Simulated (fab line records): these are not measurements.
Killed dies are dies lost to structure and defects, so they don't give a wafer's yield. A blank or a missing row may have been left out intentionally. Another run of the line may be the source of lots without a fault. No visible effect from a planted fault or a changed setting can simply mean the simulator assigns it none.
Matching of chambers -- flow gf180mcu -- rie_diel-01 running GF_SAB_ETCH_11: 4 sister chambers
The step etches SiO2 in C4F8/O2/Ar, target depth 55 nm, time 8.5 s. 4 wafers are shown with their chamber, then 7 later ones without.

WAFERS PAIRED WITH THEIR CHAMBERS
wafer,chamber,oes_product_au (a.u.)
L088.1,1,0.985
L088.6,0,1.005
L089.3,3,1.010
L089.4,2,1.004

WAFERS WITHOUT THEIR CHAMBER
wafer,oes_product_au (a.u.)
L089.5,1.008
L096.2,0.992
L096.3,1.014
L096.6,0.985
L097.2,1.017
L097.5,1.004
L097.6,0.982

THE CHAMBER EACH PASSED THROUGH
wafer,from the rows above,in truth
L089.5,can't be placed: 3 or 0 or 2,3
L096.2,can't be placed: 1 or 2 or 0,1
L096.3,can't be placed: 3 or 0 or 2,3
L096.6,1,1
L097.2,can't be placed: 3 or 0 or 2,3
L097.5,can't be placed: 2 or 0 or 3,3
L097.6,1,1
Correct placement for 2 of the 7. Can't be placed from these rows: 5 (the true chamber is among the candidates in 5). Number placed wrongly: 0.
How it was worked out, from the rows above alone: a wafer's distance from a chamber is the root of the sum, over the readings, of the square of ((its reading less the chamber's mean) divided by the reading's scatter). If the next closest chamber is less than 2 further off than the closest, the wafer can't be placed; otherwise it belongs to the closest. Each chamber's mean is taken over the wafers shown for it. The scatter: root of mean squared gap, hidden wafer to nearest shown wafer, with one shown wafer a chamber.
